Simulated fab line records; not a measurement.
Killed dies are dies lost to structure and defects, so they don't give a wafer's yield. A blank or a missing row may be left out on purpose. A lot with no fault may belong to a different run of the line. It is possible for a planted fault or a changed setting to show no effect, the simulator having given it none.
fab line records ; flow sfq_line
[record] lots = 6; wafers = 18; last_day = 83
route steps=325 shown I4@167 JJ@178 M5@198 R5@220 M8@325
lots untouched by any fault: they come from a run of this same line in which no faults occurred
start_h: hours from the record's opening day to when the first of the lot's shown wafers began ; wait_h: how many hours have passed since the lot's step before this one ; " same as the row above ; L1.1+2: several wafers, shown together as one row ; - no value, or no start was given ; * or withheld: withheld ; < > ~ a bound
route shown NAME@n: a module of which the file shows steps, and the number in the route of the first ; usual: mean and standard deviation over wafers with no fault ; same: alike in all rows ; chamber/n: place in a boat ; sites: per-site readings ; _std_site: their standard deviation ; _edge_site: outer sites' mean less inner sites' ; radius_mm: how far each site lies from the wafer's centre ; mask NAME#n: copy n ; behind: tool/chamber where the wafer was last shaped ; hold: why the lot was held/for how many hours/how that ended ; device: the transistor (n, p or np) that didn't switch ; end of line: the tests these same wafers got at the end of their route ; a step given without rows: its recipe and nothing more ; killed: the dies lost at the first sort to structure and to defects; this is not the yield of the wafer ; map: shows each die of a wafer: x if killed, . if not, _ if none is there
set.NAME: the run value of the setting; set.NAME@STEP: its run value at that earlier step ; model.NAME: the simulator's own value behind a step, which no gauge read
lots at some steps of the route; a table a step, a row a wafer
services: a tool's chamber out of use, with start hour (start_h, from the record's first day; less than 0 if before it), hours out, and reason
[[steps]]
[step SFQ_TRILAYER_I4_VIA_LITHO_COAT_108]
[recipe] resist = BARC; spin_rpm = 3000; resist_thk_nm = 62
[step SFQ_TRILAYER_I4_VIA_LITHO_COAT_103]
[recipe] resist = KrF; spin_rpm = 2974; resist_thk_nm = 650
[step SFQ_TRILAYER_I4_VIA_LITHO_SOFTBAKE_107]
[recipe] temp_c = withheld; time_s = withheld; resist = KrF
[step SFQ_TRILAYER_I4_VIA_LITHO_EXPOSE_104]
[recipe] mask_id = I4; na = 0.6; source_shape = conventional; sigma_outer = 0.65; target_cd_nm = 700; dose_mj = 21.3
[step SFQ_TRILAYER_I4_VIA_LITHO_PEB_106]
[recipe] peb_temp_c = 115; peb_time_s = 60; resist = KrF
[step SFQ_TRILAYER_I4_VIA_LITHO_DEVELOP_105]
[recipe] time_s = 60; resist = KrF
[step SFQ_I4_OVL_MEAS_928]
[usual] I4_OVL = 0/5.2
lot.wafer;tool;chamber;start_h;wait_h;I4_OVL[nm]
L764.1;overlay-02;-;1046.29;0.1;-5
L764.2;overlay-02;-;1046.29;0.1;-1
L764.6;overlay-02;-;1046.29;0.1;-1
L768.2;overlay-01;-;1085.89;0.1;2
L768.3;overlay-01;-;1085.89;0.1;3
L768.5;overlay-01;-;1085.89;0.1;-4
L769.1;overlay-01;-;1087.21;0.1;10
L769.3;overlay-01;-;1087.21;0.1;4
L769.5;overlay-01;-;1087.21;0.1;2
L774.1;overlay-02;-;1125.40;0.1;10
L774.2;overlay-02;-;1125.40;0.1;8
L774.6;overlay-02;-;1125.40;0.1;8
L776.2;overlay-01;-;1135.00;0.1;3
L776.3;overlay-01;-;1135.00;0.1;-5
L776.4;overlay-01;-;1135.00;0.1;-1
L777.2;overlay-01;-;1138.60;0.1;5
L777.4;overlay-01;-;1138.60;0.1;1
L777.6;overlay-01;-;1138.60;0.1;1
[step SFQ_TRILAYER_I4_VIA_BARC_OPEN_VIA_ETCH_146]
[recipe] mask_material = PR; chemistry = O2; target_depth_nm = 125; target = BARC; source_w = 500; bias_w = 80; pressure_mtorr = 30; time_s = 41.7
[usual] drypump_motor_current_A = 5.76/0.29; oes_product_au = 0.685/0.0047
lot.wafer;tool;chamber;start_h;wait_h;drypump_motor_current_A;oes_product_au;rf_hours_counter_h
L764.1;rie_diel-01;0;1046.32;0.0;6.00;0.686;15
L764.2;rie_diel-01;1;1046.32;0.0;5.59;0.686;13
L764.6;rie_diel-01;0;1046.32;0.0;6.00;0.699;-
L768.2;rie_diel-01;0;1085.92;0.0;6.00;0.687;15
L768.3;rie_diel-01;2;1085.92;0.0;5.59;0.687;13
L768.5;rie_diel-01;0;1085.92;0.0;6.04;0.679;-
L769.1;rie_diel-02;1;1087.25;0.0;5.97;0.690;16
L769.3;rie_diel-02;3;1087.25;0.0;6.45;0.691;9
L769.5;rie_diel-02;3;1087.25;0.0;6.46;0.679;-
L774.1;rie_diel-02;0;1125.43;0.0;5.53;0.688;13
L774.2;rie_diel-02;1;1125.43;0.0;5.97;0.679;17
L774.6;rie_diel-02;1;1125.43;0.0;5.96;0.682;-
L776.2;rie_diel-02;0;1135.03;0.0;5.58;0.682;14
L776.3;rie_diel-02;3;1135.03;0.0;6.50;0.680;10
L776.4;rie_diel-02;2;1135.03;0.0;5.31;0.681;5
L777.2;rie_diel-02;0;1138.63;0.0;5.53;0.690;14
L777.4;rie_diel-02;3;1138.63;0.0;6.44;0.680;10
L777.6;rie_diel-02;1;1138.63;0.0;5.96;0.688;-
[step SFQ_TRILAYER_I4_VIA_ETCH_VIA_ETCH_106]
[recipe] target = SiO2; stop_on = Nb; mask_material = PR; taper_deg = 20; chemistry = CHF3; target_depth_nm = 260; source_w = 500; bias_w = 80; pressure_mtorr = 30; time_s = withheld
[usual] drypump_motor_current_A = 5.76/0.29; oes_product_au = 0.855/0.005
lot.wafer;tool;chamber;start_h;wait_h;drypump_motor_current_A;oes_product_au
L764.1;rie_diel-01;0;1046.36;0.0;6.04;0.851
L764.2;rie_diel-01;1;1046.36;0.0;5.57;0.863
L764.6;rie_diel-01;0;1046.36;0.0;6.05;0.852
L768.2;rie_diel-01;0;1085.96;0.0;6.02;0.858
L768.3;rie_diel-01;2;1085.96;0.0;5.52;0.852
L768.5;rie_diel-01;0;1085.96;0.0;6.02;0.844
L769.1;rie_diel-02;1;1087.29;0.0;5.95;0.845
L769.3;rie_diel-02;3;1087.29;0.0;6.48;0.856
L769.5;rie_diel-02;3;1087.29;0.0;6.44;0.855
L774.1;rie_diel-02;0;1125.47;0.0;5.59;0.851
L774.2;rie_diel-02;1;1125.47;0.0;5.97;0.853
L774.6;rie_diel-02;1;1125.47;0.0;5.98;0.841
L776.2;rie_diel-02;0;1135.07;0.0;5.62;0.858
L776.3;rie_diel-02;3;1135.07;0.0;6.47;0.852
L776.4;rie_diel-02;2;1135.07;0.0;5.28;0.851
L777.2;rie_diel-02;0;1138.67;0.0;5.54;0.857
L777.4;rie_diel-02;3;1138.67;0.0;6.47;0.855
L777.6;rie_diel-02;1;1138.67;0.0;5.96;0.856
[step SFQ_TRILAYER_I4_VIA_STRIP_STRIP_107]
[recipe] gas = O2; power_w = 200; platen_temp_c = 40; overash_fraction = 0.65; chemistry = O2; pressure_mtorr = 50
[usual] drypump_motor_current_A = 5.3/0.34; oes_product_au = 1.004/0.0087
lot.wafer;tool;chamber;start_h;wait_h;drypump_motor_current_A;oes_product_au;rf_hours_counter_h
L764.1;rie_metal-01;1;1046.47;-;5.6;1.008;30
L764.2;rie_metal-01;0;1046.47;-;5.2;1.011;50
L764.6;rie_metal-01;0;1046.47;-;5.2;1.006;-
L768.2;rie_metal-03;1;1086.07;-;5.8;0.999;10
L768.3;rie_metal-03;0;1086.07;-;4.8;0.993;-
L768.5;rie_metal-03;1;1086.07;-;5.8;1.009;-
L769.1;rie_metal-02;1;1087.40;-;5.3;0.989;77
L769.3;rie_metal-02;0;1087.40;-;5.3;0.998;-
L769.5;rie_metal-02;1;1087.40;-;5.3;0.983;-
L774.1;rie_metal-01;1;1125.59;-;5.6;1.008;40
L774.2;rie_metal-01;0;1125.59;-;5.2;1.017;60
L774.6;rie_metal-01;0;1125.59;-;5.2;1.003;-
L776.2;rie_metal-02;0;1135.19;-;5.3;1.004;40
L776.3;rie_metal-02;0;1135.19;-;5.3;1.008;-
L776.4;rie_metal-02;1;1135.19;-;5.3;0.998;-
L777.2;rie_metal-03;0;1138.79;-;4.7;0.994;150
L777.4;rie_metal-03;1;1138.79;-;5.7;1.006;-
L777.6;rie_metal-03;0;1138.79;-;4.8;0.990;-
[step SFQ_TRILAYER_I4_VIA_STRIP_SOLV_CLEAN_108]
[recipe] chemistry = NMP; temp_c = 70; time_s = 600
[step SFQ_TRILAYER_JJ_TRILAYER_DEP_PRE_CLEAN_113]
[recipe] gas = Ar; time_s = 22.5; bias_v = 250
[step SFQ_TRILAYER_JJ_TRILAYER_DEP_SPUTTER_109]
[recipe] material = Nb; base_pressure_pa = 1.33e-06; chamber_pressure_pa = 0.1333; substrate_temp_c = 20; target_thk_nm = 150; power_w = 2000; time_s = 100
[usual] base_pressure_pa = 1.32e-06/1.1e-07; cathode_dc_power_W = 2000.1/0.36; substrate_temp_c = 20.00/0.094; throttle_valve_pct = 29.8/0.98
lot.wafer;tool;chamber;start_h;wait_h;base_pressure_pa;cathode_dc_power_W;substrate_temp_c;throttle_valve_pct
L764.1;pvd_sputter-03;-;1047.28;0.0;1.31e-06;1999.9;20.14;30.9
L764.2;pvd_sputter-03;-;1047.28;0.0;1.3e-06;1999.3;20.11;30.3
L764.6;pvd_sputter-03;-;1047.28;0.0;1.54e-06;1999.9;19.81;29.7
L768.2;pvd_sputter-03;-;1086.88;0.0;-;-;-;-
L768.3;pvd_sputter-03;-;1086.88;0.0;-;-;-;-
L768.5;pvd_sputter-03;-;1086.88;0.0;-;-;-;-
L769.1;pvd_sputter-06;-;1088.20;0.0;-;-;-;-
L769.3;pvd_sputter-06;-;1088.20;0.0;-;-;-;-
L769.5;pvd_sputter-06;-;1088.20;0.0;-;-;-;-
L774.1;pvd_sputter-03;-;1126.42;0.0;1.27e-06;2000.0;19.87;30.3
L774.2;pvd_sputter-03;-;1126.42;0.0;1.24e-06;2000.3;20.17;30.1
L774.6;pvd_sputter-03;-;1126.42;0.0;1.65e-06;2000.3;20.06;29.4
L776.2;pvd_sputter-03;-;1136.01;0.0;1.19e-06;1999.9;19.99;30.6
L776.3;pvd_sputter-03;-;1136.01;0.0;1.1e-06;2000.3;20.09;29.8
L776.4;pvd_sputter-03;-;1136.01;0.0;1.35e-06;2000.4;19.91;30.4
L777.2;pvd_sputter-04;-;1139.61;0.0;1.25e-06;1999.5;19.97;28.5
L777.4;pvd_sputter-04;-;1139.61;0.0;1.45e-06;2000.3;20.02;30.5
L777.6;pvd_sputter-04;-;1139.61;0.0;1.34e-06;2000.3;19.94;30.7
[step SFQ_TRILAYER_JJ_TRILAYER_DEP_SPUTTER_110]
[recipe] material = Al; base_pressure_pa = 1.33e-06; target_thk_nm = 8; power_w = 500; time_s = 10; chamber_pressure_pa = 0.4
[usual] base_pressure_pa = 1.34e-06/1.1e-07; cathode_dc_power_W = 500.00/0.086; throttle_valve_pct = 29.8/1
lot.wafer;tool;chamber;start_h;wait_h;base_pressure_pa;cathode_dc_power_W;throttle_valve_pct
L764.1;pvd_sputter-03;-;1047.35;0.0;1.49e-06;499.85;30.5
L764.2;pvd_sputter-03;-;1047.35;0.0;1.39e-06;500.02;30.5
L764.6;pvd_sputter-03;-;1047.35;0.0;1.17e-06;499.99;29.9
L768.2;pvd_sputter-03;-;1086.95;0.0;1.41e-06;499.92;28.6
L768.3;pvd_sputter-03;-;1086.95;0.0;1.31e-06;500.10;30.2
L768.5;pvd_sputter-03;-;1086.95;0.0;1.27e-06;500.08;28.9
L769.1;pvd_sputter-06;-;1088.28;0.0;1.32e-06;499.89;30.7
L769.3;pvd_sputter-06;-;1088.28;0.0;1.41e-06;500.03;28.9
L769.5;pvd_sputter-06;-;1088.28;0.0;1.4e-06;499.95;30.6
L774.1;pvd_sputter-03;-;1126.50;0.0;1.31e-06;499.98;30.4
L774.2;pvd_sputter-03;-;1126.50;0.0;1.2e-06;499.92;30.0
L774.6;pvd_sputter-03;-;1126.50;0.0;1.35e-06;499.87;29.7
L776.2;pvd_sputter-03;-;1136.08;0.0;1.27e-06;499.98;30.5
L776.3;pvd_sputter-03;-;1136.08;0.0;1.27e-06;499.88;29.5
L776.4;pvd_sputter-03;-;1136.08;0.0;1.25e-06;500.01;30.4
L777.2;pvd_sputter-04;-;1139.68;0.0;1.28e-06;500.04;28.2
L777.4;pvd_sputter-04;-;1139.68;0.0;1.24e-06;500.06;30.5
L777.6;pvd_sputter-04;-;1139.68;0.0;1.26e-06;499.95;30.8
[step SFQ_TRILAYER_JJ_TRILAYER_DEP_AL_OXIDATION_111]
[recipe] pressure_mbar = 0.014667; oxidation_time_s = 600; temperature_k = 293
[step SFQ_TRILAYER_JJ_TRILAYER_DEP_SPUTTER_112]
[recipe] material = Nb; base_pressure_pa = 1.33e-06; chamber_pressure_pa = 0.1333; substrate_temp_c = 20; target_thk_nm = 170; power_w = 2000; time_s = 110.3
[step SFQ_JJ_RS_MEAS_929]
[recipe] thk_meas_gauge = four-point-probe; reads = Nb_of_TRILAYER_JJ_TRILAYER_DEP_SPUTTER_112
[usual] JJ_NB_RS = 1.081/0.011
lot.wafer;tool;chamber;start_h;wait_h;JJ_NB_RS[ohm/sq]
L764.1;film_metro-04;-;1048.45;0.0;1.089
L764.2;film_metro-04;-;1048.45;0.0;1.094
L764.6;film_metro-04;-;1048.45;0.0;1.099
L768.2;film_metro-03;-;1088.07;0.1;1.064
L768.3;film_metro-03;-;1088.07;0.1;1.074
L768.5;film_metro-03;-;1088.07;0.1;1.073
L769.1;film_metro-03;-;1089.38;0.0;1.065
L769.3;film_metro-03;-;1089.38;0.0;1.070
L769.5;film_metro-03;-;1089.38;0.0;1.076
L774.1;film_metro-02;-;1127.60;0.0;1.084
L774.2;film_metro-02;-;1127.60;0.0;1.095
L774.6;film_metro-02;-;1127.60;0.0;1.101
L776.2;film_metro-03;-;1137.20;0.1;1.084
L776.3;film_metro-03;-;1137.20;0.1;1.079
L776.4;film_metro-03;-;1137.20;0.1;1.081
L777.2;film_metro-04;-;1140.80;0.1;1.062
L777.4;film_metro-04;-;1140.80;0.1;1.069
L777.6;film_metro-04;-;1140.80;0.1;1.065
[step SFQ_TRILAYER_JJ_CE_LITHO_COAT_119]
[recipe] resist = BARC; spin_rpm = 3000; resist_thk_nm = 62
[step SFQ_TRILAYER_JJ_CE_LITHO_COAT_114]
[recipe] resist = KrF; spin_rpm = 3000; resist_thk_nm = 600
[step SFQ_TRILAYER_JJ_CE_LITHO_SOFTBAKE_118]
[recipe] temp_c = withheld; time_s = withheld; resist = KrF
[step SFQ_TRILAYER_JJ_CE_LITHO_EXPOSE_115]
[recipe] mask_id = J5; na = 0.6; source_shape = conventional; sigma_outer = 0.65; target_cd_nm = 700; dose_mj = 14.4
[step SFQ_TRILAYER_JJ_CE_LITHO_PEB_117]
[recipe] peb_temp_c = 115; peb_time_s = 60; resist = KrF
[step SFQ_TRILAYER_JJ_CE_LITHO_DEVELOP_116]
[recipe] time_s = 60; resist = KrF
[step SFQ_JJ_OVL_MEAS_931]
[usual] J5_OVL = -1/4.8
lot.wafer;tool;chamber;start_h;wait_h;J5_OVL[nm]
L764.1;overlay-01;-;1199.74;0.1;-7
L764.2;overlay-01;-;1199.74;0.1;0
L764.6;overlay-01;-;1199.74;0.1;0
L768.2;overlay-02;-;1228.99;0.1;-6
L768.3;overlay-02;-;1228.99;0.1;-2
L768.5;overlay-02;-;1228.99;0.1;-15
L769.1;overlay-01;-;1231.38;0.1;-1
L769.3;overlay-01;-;1231.38;0.1;3
L769.5;overlay-01;-;1231.38;0.1;3
L774.1;overlay-01;-;1258.30;0.1;3
L774.2;overlay-01;-;1258.30;0.1;-2
L774.6;overlay-01;-;1258.30;0.1;5
L776.2;overlay-02;-;1269.10;0.1;10
L776.3;overlay-02;-;1269.10;0.1;8
L776.4;overlay-02;-;1269.10;0.1;3
L777.2;overlay-01;-;1273.90;0.1;-2
L777.4;overlay-01;-;1273.90;0.1;-5
L777.6;overlay-01;-;1273.90;0.1;3
[step SFQ_TRILAYER_JJ_CE_METRO_MEASURE_117]
[step SFQ_TRILAYER_JJ_CE_BARC_OPEN_RIE_150]
[recipe] mask_material = PR; chemistry = O2; target_depth_nm = 240; target = BARC; icp_w = 600; bias_w = 80; pressure_mtorr = 10; time_s = 80
[step SFQ_TRILAYER_JJ_CE_ETCH_RIE_118]
[recipe] target = Nb; stop_on = Al2O3; mask_material = PR; taper_deg = 13.257; over_etch_frac = 0.15; time_s = 97.7; chemistry = SF6; target_depth_nm = 170; icp_w = 600; bias_w = 80; pressure_mtorr = 10
[usual] drypump_motor_current_A = 5.3/0.31; oes_product_au = 0.978/0.0069
lot.wafer;tool;chamber;start_h;wait_h;drypump_motor_current_A;oes_product_au;rf_hours_counter_h
L764.1;rie_metal-03;1;1201.06;0.1;5.8;0.973;26
L764.2;rie_metal-03;0;1201.06;0.1;4.8;0.969;157
L764.6;rie_metal-03;0;1201.06;0.1;4.8;0.969;-
L768.2;rie_metal-04;1;1230.31;0.1;5.4;0.980;124
L768.3;rie_metal-04;0;1230.31;0.1;5.0;0.976;-
L768.5;rie_metal-04;1;1230.31;0.1;5.5;0.983;-
L769.1;rie_metal-01;0;1232.71;0.1;5.2;0.984;76
L769.3;rie_metal-01;1;1232.71;0.1;5.6;0.986;-
L769.5;rie_metal-01;0;1232.71;0.1;5.2;0.966;-
L774.1;rie_metal-01;1;1259.63;0.1;5.6;0.977;59
L774.2;rie_metal-01;0;1259.63;0.1;5.2;0.967;79
L774.6;rie_metal-01;0;1259.63;0.1;5.2;0.968;-
L776.2;rie_metal-01;1;1270.43;0.1;5.6;0.977;60
L776.3;rie_metal-01;0;1270.43;0.1;5.2;0.980;-
L776.4;rie_metal-01;1;1270.43;0.1;5.6;0.974;-
L777.2;rie_metal-04;1;1275.23;0.1;5.4;0.982;131
L777.4;rie_metal-04;0;1275.23;0.1;5.0;0.983;-
L777.6;rie_metal-04;0;1275.23;0.1;5.0;0.995;-
[step SFQ_TRILAYER_JJ_ANODIZE_ANODIZE_119]
[recipe] current_density_ma_cm2 = withheld; end_current_density_ma_cm2 = withheld; bath_temp_c = withheld
[step SFQ_TRILAYER_JJ_CE_STRIP_STRIP_120]
[recipe] gas = O2; power_w = 205.8; platen_temp_c = 40; overash_fraction = 0.65; chemistry = O2; pressure_mtorr = 50
[step SFQ_TRILAYER_JJ_CE_STRIP_SOLV_CLEAN_121]
[recipe] chemistry = NMP; temp_c = 70; time_s = 600
[step SFQ_TRILAYER_M5_LITHO_COAT_128]
[recipe] resist = BARC; spin_rpm = 3000; resist_thk_nm = 62
[step SFQ_TRILAYER_M5_LITHO_COAT_123]
[recipe] resist = KrF; spin_rpm = 3000; resist_thk_nm = 600
[step SFQ_TRILAYER_M5_LITHO_SOFTBAKE_127]
[recipe] temp_c = withheld; time_s = withheld; resist = KrF
[step SFQ_TRILAYER_M5_LITHO_EXPOSE_124]
[recipe] mask_id = M5; na = 0.6; source_shape = conventional; sigma_outer = 0.65; target_cd_nm = 700; dose_mj = 14.4
[step SFQ_TRILAYER_M5_LITHO_PEB_126]
[recipe] peb_temp_c = 115; peb_time_s = 60; resist = KrF
[step SFQ_TRILAYER_M5_LITHO_DEVELOP_125]
[recipe] time_s = 60; resist = KrF
[step SFQ_M5_OVL_MEAS_932]
[usual] M5_OVL = -1/5.4
lot.wafer;tool;chamber;start_h;wait_h;M5_OVL[nm]
L764.1;overlay-02;-;1327.14;0.1;1
L764.2;overlay-02;-;1327.14;0.1;6
L764.6;overlay-02;-;1327.14;0.1;-3
L768.2;overlay-01;-;1359.66;0.1;3
L768.3;overlay-01;-;1359.66;0.1;3
L768.5;overlay-01;-;1359.66;0.1;1
L769.1;overlay-01;-;1362.06;0.1;-2
L769.3;overlay-01;-;1362.06;0.1;-5
L769.5;overlay-01;-;1362.06;0.1;-1
L774.1;overlay-02;-;1389.10;0.1;1
L774.2;overlay-02;-;1389.10;0.1;-4
L774.6;overlay-02;-;1389.10;0.1;1
L776.2;overlay-02;-;1397.50;0.1;-1
L776.3;overlay-02;-;1397.50;0.1;-4
L776.4;overlay-02;-;1397.50;0.1;0
L777.2;overlay-01;-;1401.10;0.1;4
L777.4;overlay-01;-;1401.10;0.1;-2
L777.6;overlay-01;-;1401.10;0.1;0
[step SFQ_TRILAYER_M5_BARC_OPEN_METAL_ETCH_161]
[recipe] mask_material = PR; chemistry = O2; target_depth_nm = 125; target = BARC; icp_w = 600; bias_w = 80; pressure_mtorr = 10; time_s = 41.7
[step SFQ_TRILAYER_M5_ETCH_METAL_ETCH_126]
[recipe] target = Nb; stop_on = SiO2; mask_material = PR; over_etch_frac = 0.15; time_s = 203.2; chemistry = Cl2/BCl3; target_depth_nm = 265; icp_w = 600; bias_w = 80; pressure_mtorr = 10
[usual] drypump_motor_current_A = 5.30/0.28; oes_product_au = 0.729/0.0059
lot.wafer;tool;chamber;start_h;wait_h;drypump_motor_current_A;oes_product_au;rf_hours_counter_h;model.M5.feature_depth_nm;model.etch.depth_nm
L764.1;rie_metal-04;0;1327.24;0.0;5.03;0.719;111;160.2;147.8
L764.2;rie_metal-04;1;1327.24;0.0;5.46;0.729;138;159.5;147
L764.6;rie_metal-04;1;1327.24;0.0;5.44;0.722;-;160.9;148.5
L768.2;rie_metal-04;1;1359.75;0.0;5.45;0.378;144;12.23;0
L768.3;rie_metal-04;0;1359.75;0.0;5.05;0.373;-;12.33;0
L768.5;rie_metal-04;1;1359.75;0.0;5.50;0.364;-;12.19;0
L769.1;rie_metal-03;1;1362.21;0.1;5.74;0.370;50;12.35;0
L769.3;rie_metal-03;1;1362.21;0.1;5.72;0.371;-;12.52;0
L769.5;rie_metal-03;1;1362.21;0.1;5.76;0.372;-;12.33;0
L774.1;rie_metal-04;1;1389.19;0.0;5.43;0.735;1;165.2;152.9
L774.2;rie_metal-04;0;1389.19;0.0;5.03;0.739;122;164.2;151.8
L774.6;rie_metal-04;0;1389.19;0.0;5.05;0.741;-;165;152.6
L776.2;rie_metal-02;0;1397.59;0.0;5.28;0.732;80;164.1;151.7
L776.3;rie_metal-02;0;1397.59;0.0;5.30;0.730;-;162.2;149.9
L776.4;rie_metal-02;1;1397.59;0.0;5.29;0.731;-;162.5;150.3
L777.2;rie_metal-04;0;1401.19;0.0;5.06;0.727;124;163.8;151.5
L777.4;rie_metal-04;1;1401.19;0.0;5.46;0.732;-;163.2;150.9
L777.6;rie_metal-04;0;1401.19;0.0;5.04;0.733;-;164.9;152.6
[step SFQ_TRILAYER_M5_STRIP_STRIP_127]
[recipe] gas = O2; power_w = 200; platen_temp_c = 40; overash_fraction = 0.65; chemistry = O2; pressure_mtorr = 50
[step SFQ_TRILAYER_M5_STRIP_SOLV_CLEAN_128]
[recipe] chemistry = NMP; temp_c = 70; time_s = 600
[step SFQ_TRILAYER_R5_LITHO_EXPOSE_137]
[recipe] mask_id = R5; na = 0.6; source_shape = conventional; sigma_outer = 0.65; target_cd_nm = 500; dose_mj = 14.4
[usual] exposure_dose_mJ_cm2 = 14.399/0.015; focus_offset_nm = -0.1/0.52
lot.wafer;tool;chamber;start_h;wait_h;mask;exposure_dose_mJ_cm2;focus_offset_nm
L764.1;krf_scanner-01;0;1450.00;-;R5#0;14.388;-0.8
L764.2;krf_scanner-01;0;1450.00;-;R5#0;14.390;-0.3
L764.6;krf_scanner-01;0;1450.00;-;R5#0;14.401;0.0
L768.2;krf_scanner-02;-;1486.11;-;R5#0;-;-
L768.3;krf_scanner-02;-;1486.11;-;R5#0;-;-
L768.5;krf_scanner-02;-;1486.11;-;R5#0;-;-
L769.1;krf_scanner-02;-;1495.51;-;R5#0;-;-
L769.3;krf_scanner-02;-;1495.51;-;R5#0;-;-
L769.5;krf_scanner-02;-;1495.51;-;R5#0;-;-
L774.1;krf_scanner-02;0;1521.90;-;R5#0;14.415;0.0
L774.2;krf_scanner-02;0;1521.90;-;R5#0;14.392;0.0
L774.6;krf_scanner-02;0;1521.90;-;R5#0;14.419;0.0
L776.2;krf_scanner-02;0;1528.10;-;R5#0;14.374;-0.3
L776.3;krf_scanner-02;0;1528.10;-;R5#0;14.406;0.3
L776.4;krf_scanner-02;0;1528.10;-;R5#0;14.385;0.0
L777.2;krf_scanner-01;0;1533.02;-;R5#0;14.405;-1.1
L777.4;krf_scanner-01;0;1533.02;-;R5#0;14.404;-0.1
L777.6;krf_scanner-01;0;1533.02;-;R5#0;14.417;-0.4
[step SFQ_M8_BOW_MEAS_951]
[recipe] mode = bow
[usual] M8_BOW = 8/9.6
lot.wafer;tool;chamber;start_h;wait_h;M8_BOW[um];model.etest.m5.ohm_sq;model.etest.m5.ohm_um;model.etest.i4.link_ohm;model.etest.i5.link_ohm;model.etest.r5.comb_log10_ohm;model.etest.jj.g_times
L764.1;film_metro-04;-;1779.54;0.0;3;1.207;1.728;2.205;2.274;12;0.997
L764.2;film_metro-04;-;1779.54;0.0;-4;1.214;1.739;2.211;2.281;12;0.9993
L764.6;film_metro-04;-;1779.54;0.0;6;1.202;1.72;2.186;2.268;12;0.9967
L768.2;film_metro-04;-;1950.80;0.0;8;1e+06;1e+06;1e+06;1e+06;0;0
L768.3;film_metro-04;-;1950.80;0.0;8;1e+06;1e+06;1e+06;1e+06;0;0
L768.5;film_metro-04;-;1950.80;0.0;6;1e+06;1e+06;1e+06;1e+06;0;0
L769.1;film_metro-03;-;1953.18;0.0;3;1e+06;1e+06;1e+06;1e+06;0;0
L769.3;film_metro-03;-;1953.18;0.0;-23;1e+06;1e+06;1e+06;1e+06;0;0
L769.5;film_metro-03;-;1953.18;0.0;0;1e+06;1e+06;1e+06;1e+06;0;0
L774.1;film_metro-04;-;1980.90;0.0;-9;1.168;1.663;2.153;2.251;12;1.003
L774.2;film_metro-04;-;1980.90;0.0;-1;1.176;1.679;2.168;2.274;12;1.002
L774.6;film_metro-04;-;1980.90;0.0;-10;1.17;1.669;2.165;2.261;12;1.001
L776.2;film_metro-01;-;1991.72;0.0;3;1.176;1.676;2.158;2.264;12;0.997
L776.3;film_metro-01;-;1991.72;0.0;18;1.191;1.695;2.184;2.271;12;0.9942
L776.4;film_metro-01;-;1991.72;0.0;11;1.188;1.69;2.175;2.274;12;0.9996
L777.2;film_metro-01;-;1997.74;0.0;-3;1.178;1.685;2.17;2.27;12;1.008
L777.4;film_metro-01;-;1997.74;0.0;6;1.183;1.682;2.166;2.272;12;1.001
L777.6;film_metro-01;-;1997.74;0.0;10;1.169;1.667;2.155;2.258;12;1.003
[[services]]
tool;chamber;start_h;hours;kind
rie_diel-01;1;1022.78;6.2;repair
rie_diel-01;3;1023.19;8.4;repair
rie_diel-02;0;1032.86;7.5;repair
krf_scanner-02;-;1061.34;1.0;pm
rie_metal-04;-;1063.70;2.8;pm
rie_diel-02;1;1071.80;4.3;repair
pvd_sputter-03;-;1074.14;4.5;repair
rie_diel-01;1;1075.69;4.3;repair
rie_diel-01;2;1090.07;7.4;repair
krf_scanner-02;-;1094.45;3.6;pm
pvd_sputter-03;-;1099.15;2.7;repair
pvd_sputter-03;-;1106.99;3.5;repair
rie_metal-01;-;1113.81;1.4;pm
pvd_sputter-03;-;1201.26;21.5;repair
pvd_sputter-03;-;1218.17;1.2;repair
rie_diel-02;1;1243.08;4.9;repair
rie_diel-02;1;1248.67;2.7;repair
rie_diel-02;0;1305.09;11.4;repair
rie_metal-01;-;1385.74;0.7;repair
rie_metal-04;0;1428.00;5.0;repair
rie_metal-01;-;1451.33;2.8;pm
rie_diel-02;-;1459.70;2.8;pm
rie_diel-02;3;1495.31;6.0;repair
rie_diel-02;2;1498.62;16.3;repair
[[key]]
[first_sign] step = SFQ_TRILAYER_JJ_TRILAYER_DEP_SPUTTER_109; reading = tool_record; direction = missing
[effect] step = SFQ_TRILAYER_M5_ETCH_METAL_ETCH_126; reading = oes_product_au; direction = down; sigmas = 60; usual = 0.729; struck = 0.371
[effect] step = SFQ_TRILAYER_R5_LITHO_EXPOSE_137; reading = tool_record; direction = missing
[model_effect] step = SFQ_TRILAYER_M5_ETCH_METAL_ETCH_126; value = M5.feature_depth_nm; without = 160.8; struck = 12.33
[model_effect] step = SFQ_M8_BOW_MEAS_951; value = etest.m5.ohm_sq; without = 1.202; struck = 1e+06
met_at SFQ_TRILAYER_JJ_TRILAYER_DEP_SPUTTER_109
struck_wafers L768.2,L768.3,L768.5,L769.1,L769.3,L769.5
onset_between 1047.28 1086.88
[fault] kind = skipped_step_whole; tool = pvd_sputter-03,pvd_sputter-06; chamber = -; onset_h = 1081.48; steps = SFQ_TRILAYER_JJ_TRILAYER_DEP_SPUTTER_109; scope = struck_lots_only
